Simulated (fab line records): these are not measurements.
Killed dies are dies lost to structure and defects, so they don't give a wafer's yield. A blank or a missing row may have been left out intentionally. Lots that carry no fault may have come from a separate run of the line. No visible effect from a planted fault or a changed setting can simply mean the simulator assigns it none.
What tool caused it? || flow sky130 || 36 wafers from 12 lots sampled at 4 of the route's 708 steps

== WHAT EACH GAUGE READ, for each wafer ==
SKY_VIA3_RS_MEAS_22: uses a four-point probe to measure. Usual: VIA3_W_RS gives 0.2934 ohm/sq (standard deviation 0.0025).
{"lot": "L768", "measured": "day 39 09:42", "on": "filmMetro-04", "VIA3_W_RS (ohm/sq)": "0.2902 0.2909 0.2925", "flag": ""}
{"lot": "L769", "measured": "day 39 17:19", "on": "filmMetro-01", "VIA3_W_RS (ohm/sq)": "0.2967 0.2900 0.2925", "flag": ""}
{"lot": "L775", "measured": "day 42 03:36", "on": "filmMetro-01", "VIA3_W_RS (ohm/sq)": "0.2923 0.2913 0.2939", "flag": ""}
{"lot": "L777", "measured": "day 42 11:26", "on": "filmMetro-02", "VIA3_W_RS (ohm/sq)": "0.2893 0.2950 0.2910", "flag": ""}
{"lot": "L776", "measured": "day 42 13:42", "on": "filmMetro-02", "VIA3_W_RS (ohm/sq)": "0.2947 0.2917 0.2950", "flag": ""}
{"lot": "L780", "measured": "day 43 04:56", "on": "filmMetro-04", "VIA3_W_RS (ohm/sq)": "0.2951 0.2962 0.2962", "flag": ""}
{"lot": "L781", "measured": "day 43 11:11", "on": "filmMetro-01", "VIA3_W_RS (ohm/sq)": "0.2883 0.2902 0.2878", "flag": ""}
{"lot": "L786", "measured": "day 45 00:12", "on": "filmMetro-01", "VIA3_W_RS (ohm/sq)": "0.2913 0.2930 0.2968", "flag": ""}
{"lot": "L787", "measured": "day 45 15:31", "on": "filmMetro-01", "VIA3_W_RS (ohm/sq)": "0.2922 0.2921 0.2935", "flag": ""}
{"lot": "L789", "measured": "day 46 05:30", "on": "filmMetro-02", "VIA3_W_RS (ohm/sq)": "0.2969 0.2946 0.2966", "flag": ""}
{"lot": "L788", "measured": "day 46 06:19", "on": "filmMetro-02", "VIA3_W_RS (ohm/sq)": "0.2914 0.2927 0.2912", "flag": ""}
{"lot": "L790", "measured": "day 46 10:19", "on": "filmMetro-04", "VIA3_W_RS (ohm/sq)": "0.2973 0.2934 0.2902", "flag": ""}

== WHICH TOOL RAN EACH LOT (tool, then ch and the chambers of the sampled wafers, then the start) ==
{"lot": "L768", "SKY_METAL3_ETCH_16": "rieMetal-03 ch 0,1, day 38 06:05", "SKY_METAL3_METAL_ETCH_18": "rieMetal-02 ch 0,1, day 38 06:13", "SKY_VIA3_COAT_07": "lithoTrack-02 ch 0, day 38 20:00"}
{"lot": "L769", "SKY_METAL3_ETCH_16": "rieMetal-04 ch 0,1, day 38 13:55", "SKY_METAL3_METAL_ETCH_18": "rieMetal-02 ch 1, day 38 14:05", "SKY_VIA3_COAT_07": "lithoTrack-04 ch 0, day 39 03:00"}
{"lot": "L775", "SKY_METAL3_ETCH_16": "rieMetal-02 ch 1, day 41 00:57", "SKY_METAL3_METAL_ETCH_18": "rieMetal-04 ch 0,1, day 41 01:10", "SKY_VIA3_COAT_07": "lithoTrack-04 ch 0, day 41 14:00"}
{"lot": "L777", "SKY_METAL3_ETCH_16": "rieMetal-04 ch 0,1, day 41 09:11", "SKY_METAL3_METAL_ETCH_18": "rieMetal-02 ch 1, day 41 09:23", "SKY_VIA3_COAT_07": "lithoTrack-04 ch 0, day 41 22:00"}
{"lot": "L776", "SKY_METAL3_ETCH_16": "rieMetal-02 ch 1, day 41 11:44", "SKY_METAL3_METAL_ETCH_18": "rieMetal-03 ch 0,1, day 41 11:58", "SKY_VIA3_COAT_07": "lithoTrack-04 ch 0, day 42 00:00"}
{"lot": "L780", "SKY_METAL3_ETCH_16": "rieMetal-03 ch 0,1, day 42 03:56", "SKY_METAL3_METAL_ETCH_18": "rieMetal-04 ch 0,1, day 42 04:05", "SKY_VIA3_COAT_07": "lithoTrack-01 ch 0, day 42 16:00"}
{"lot": "L781", "SKY_METAL3_ETCH_16": "rieMetal-03 ch 0,1, day 42 10:03", "SKY_METAL3_METAL_ETCH_18": "rieMetal-04 ch 0,1, day 42 10:10", "SKY_VIA3_COAT_07": "lithoTrack-02 ch 0, day 42 22:00"}
{"lot": "L786", "SKY_METAL3_ETCH_16": "rieMetal-04 ch 0,1, day 43 23:48", "SKY_METAL3_METAL_ETCH_18": "rieMetal-02 ch 0,1, day 43 23:55", "SKY_VIA3_COAT_07": "lithoTrack-02 ch 0, day 44 12:00"}
{"lot": "L787", "SKY_METAL3_ETCH_16": "rieMetal-04 ch 0,1, day 44 15:23", "SKY_METAL3_METAL_ETCH_18": "rieMetal-03 ch 0,1, day 44 15:32", "SKY_VIA3_COAT_07": "lithoTrack-01 ch 0, day 45 03:00"}
{"lot": "L789", "SKY_METAL3_ETCH_16": "rieMetal-02 ch 0, day 45 06:03", "SKY_METAL3_METAL_ETCH_18": "rieMetal-04 ch 0, day 45 06:10", "SKY_VIA3_COAT_07": "lithoTrack-01 ch 0, day 45 16:00"}
{"lot": "L788", "SKY_METAL3_ETCH_16": "rieMetal-03 ch 1, day 45 07:02", "SKY_METAL3_METAL_ETCH_18": "rieMetal-02 ch 0, day 45 07:15", "SKY_VIA3_COAT_07": "lithoTrack-02 ch 0, day 45 18:00"}
{"lot": "L790", "SKY_METAL3_ETCH_16": "rieMetal-03 ch 0,1, day 45 11:10", "SKY_METAL3_METAL_ETCH_18": "rieMetal-02 ch 0,1, day 45 11:17", "SKY_VIA3_COAT_07": "lithoTrack-04 ch 0, day 45 22:00"}
- SKY_METAL3_ETCH_16: etches BARC in N2/H2, stops on SiO2, time 88.2 s, target depth 60 nm.
- SKY_METAL3_METAL_ETCH_18: etches the open film in Cl2/BCl3, stops on SiO2, target depth 845 nm, time 183.1 s.
- SKY_VIA3_COAT_07: resist thk 450 nm.

== WHAT THE TOOLS THEMSELVES READ (means of the sampled wafers that have a number; where no wafer has one, the mark that the record gives instead) ==
SKY_METAL3_ETCH_16. Usual: drypumpMotorCurrentA 5.9 A, standard deviation 0.35; oesProductAu 0.625 a.u., standard deviation 0.0045; throttleValvePct 13.204 %, standard deviation 0.0088.
{"lot": "L768", "tool": "rieMetal-03", "drypumpMotorCurrentA (A)": 5.9, "oesProductAu (a.u.)": 0.626, "throttleValvePct (%)": 13.206, "flag": ""}
{"lot": "L769", "tool": "rieMetal-04", "drypumpMotorCurrentA (A)": 6.0, "oesProductAu (a.u.)": 0.624, "throttleValvePct (%)": 13.197, "flag": ""}
{"lot": "L775", "tool": "rieMetal-02", "drypumpMotorCurrentA (A)": 5.8, "oesProductAu (a.u.)": 0.619, "throttleValvePct (%)": 13.201, "flag": ""}
{"lot": "L777", "tool": "rieMetal-04", "drypumpMotorCurrentA (A)": 5.8, "oesProductAu (a.u.)": 0.626, "throttleValvePct (%)": 13.207, "flag": ""}
{"lot": "L776", "tool": "rieMetal-02", "drypumpMotorCurrentA (A)": 5.8, "oesProductAu (a.u.)": 0.623, "throttleValvePct (%)": 13.200, "flag": ""}
{"lot": "L780", "tool": "rieMetal-03", "drypumpMotorCurrentA (A)": 6.1, "oesProductAu (a.u.)": 0.625, "throttleValvePct (%)": 13.198, "flag": ""}
{"lot": "L781", "tool": "rieMetal-03", "drypumpMotorCurrentA (A)": 5.9, "oesProductAu (a.u.)": 0.622, "throttleValvePct (%)": 13.199, "flag": ""}
{"lot": "L786", "tool": "rieMetal-04", "drypumpMotorCurrentA (A)": 6.0, "oesProductAu (a.u.)": 0.620, "throttleValvePct (%)": 13.198, "flag": ""}
{"lot": "L787", "tool": "rieMetal-04", "drypumpMotorCurrentA (A)": 5.7, "oesProductAu (a.u.)": 0.622, "throttleValvePct (%)": 13.201, "flag": ""}
{"lot": "L789", "tool": "rieMetal-02", "drypumpMotorCurrentA (A)": 4.9, "oesProductAu (a.u.)": 0.629, "throttleValvePct (%)": 13.209, "flag": ""}
{"lot": "L788", "tool": "rieMetal-03", "drypumpMotorCurrentA (A)": 5.7, "oesProductAu (a.u.)": 0.627, "throttleValvePct (%)": 13.203, "flag": ""}
{"lot": "L790", "tool": "rieMetal-03", "drypumpMotorCurrentA (A)": 5.9, "oesProductAu (a.u.)": 0.624, "throttleValvePct (%)": 13.214, "flag": ""}

SKY_METAL3_METAL_ETCH_18. Usual: drypumpMotorCurrentA 5.8 A, standard deviation 0.4; oesProductAu 0.866 a.u., standard deviation 0.006; throttleValvePct 22.263 %, standard deviation 0.0088.
{"lot": "L768", "tool": "rieMetal-02", "drypumpMotorCurrentA (A)": 5.2, "oesProductAu (a.u.)": 0.870, "throttleValvePct (%)": 22.264, "flag": ""}
{"lot": "L769", "tool": "rieMetal-02", "drypumpMotorCurrentA (A)": 5.8, "oesProductAu (a.u.)": 0.867, "throttleValvePct (%)": 22.265, "flag": ""}
{"lot": "L775", "tool": "rieMetal-04", "drypumpMotorCurrentA (A)": 5.8, "oesProductAu (a.u.)": 0.867, "throttleValvePct (%)": 22.269, "flag": ""}
{"lot": "L777", "tool": "rieMetal-02", "drypumpMotorCurrentA (A)": 5.8, "oesProductAu (a.u.)": 0.859, "throttleValvePct (%)": 22.265, "flag": ""}
{"lot": "L776", "tool": "rieMetal-03", "drypumpMotorCurrentA (A)": 6.1, "oesProductAu (a.u.)": 0.861, "throttleValvePct (%)": 22.261, "flag": ""}
{"lot": "L780", "tool": "rieMetal-04", "drypumpMotorCurrentA (A)": 6.0, "oesProductAu (a.u.)": 0.866, "throttleValvePct (%)": 22.262, "flag": ""}
{"lot": "L781", "tool": "rieMetal-04", "drypumpMotorCurrentA (A)": 5.7, "oesProductAu (a.u.)": 0.875, "throttleValvePct (%)": 22.265, "flag": ""}
{"lot": "L786", "tool": "rieMetal-02", "drypumpMotorCurrentA (A)": 5.5, "oesProductAu (a.u.)": 0.866, "throttleValvePct (%)": 22.257, "flag": ""}
{"lot": "L787", "tool": "rieMetal-03", "drypumpMotorCurrentA (A)": 6.1, "oesProductAu (a.u.)": 0.868, "throttleValvePct (%)": 22.271, "flag": ""}
{"lot": "L789", "tool": "rieMetal-04", "drypumpMotorCurrentA (A)": 5.5, "oesProductAu (a.u.)": 0.869, "throttleValvePct (%)": 22.273, "flag": ""}
{"lot": "L788", "tool": "rieMetal-02", "drypumpMotorCurrentA (A)": 4.9, "oesProductAu (a.u.)": 0.864, "throttleValvePct (%)": 22.261, "flag": ""}
{"lot": "L790", "tool": "rieMetal-02", "drypumpMotorCurrentA (A)": 5.2, "oesProductAu (a.u.)": 0.870, "throttleValvePct (%)": 22.265, "flag": ""}

SKY_VIA3_COAT_07. Usual: chillPlateTempC 23.02 C, standard deviation 0.092; spinSpeedRpm 3000.2 rpm, standard deviation 1.8.
{"lot": "L768", "tool": "lithoTrack-02", "chillPlateTempC (C)": 23.06, "spinSpeedRpm (rpm)": 3000.1, "flag": ""}
{"lot": "L769", "tool": "lithoTrack-04", "chillPlateTempC (C)": 23.01, "spinSpeedRpm (rpm)": 3000.2, "flag": ""}
{"lot": "L775", "tool": "lithoTrack-04", "chillPlateTempC (C)": 22.96, "spinSpeedRpm (rpm)": 3084.4, "flag": "OFF"}
{"lot": "L777", "tool": "lithoTrack-04", "chillPlateTempC (C)": 23.09, "spinSpeedRpm (rpm)": 3087.1, "flag": "OFF"}
{"lot": "L776", "tool": "lithoTrack-04", "chillPlateTempC (C)": 23.04, "spinSpeedRpm (rpm)": 3088.3, "flag": "OFF"}
{"lot": "L780", "tool": "lithoTrack-01", "chillPlateTempC (C)": 23.02, "spinSpeedRpm (rpm)": 3000.8, "flag": ""}
{"lot": "L781", "tool": "lithoTrack-02", "chillPlateTempC (C)": 23.04, "spinSpeedRpm (rpm)": 3001.2, "flag": ""}
{"lot": "L786", "tool": "lithoTrack-02", "chillPlateTempC (C)": 23.01, "spinSpeedRpm (rpm)": 3001.3, "flag": ""}
{"lot": "L787", "tool": "lithoTrack-01", "chillPlateTempC (C)": 23.01, "spinSpeedRpm (rpm)": 3001.4, "flag": ""}
{"lot": "L789", "tool": "lithoTrack-01", "chillPlateTempC (C)": 22.96, "spinSpeedRpm (rpm)": 2999.9, "flag": ""}
{"lot": "L788", "tool": "lithoTrack-02", "chillPlateTempC (C)": 23.09, "spinSpeedRpm (rpm)": 3002.4, "flag": ""}
{"lot": "L790", "tool": "lithoTrack-04", "chillPlateTempC (C)": 23.03, "spinSpeedRpm (rpm)": 2998.9, "flag": ""}

== THE ANSWER, worked out from the rows above alone ==
Rule: lot off if the mean of its wafers having a number is beyond 3 standard deviations from the usual mean. Also off: a lot with no number at a reading for which 4 or more lots have one. The other lots that the step has rows for count as sound. Order of review: gauges by route order, followed by the tools' own readings, for which a lot's mean as printed above is used. The first step at which some lot is off is used, and at that step the reading that is off furthest; a lot without a number counts as furthest.
Off, at SKY_VIA3_COAT_07 on spinSpeedRpm: L775, L777, L776.
A tool fits if, at that step or a process step before it, it ran every lot that is off, and no sound lot after the first of them. Not one of the candidates tried fits.

== WHAT THE SIMULATOR PUT IN ==
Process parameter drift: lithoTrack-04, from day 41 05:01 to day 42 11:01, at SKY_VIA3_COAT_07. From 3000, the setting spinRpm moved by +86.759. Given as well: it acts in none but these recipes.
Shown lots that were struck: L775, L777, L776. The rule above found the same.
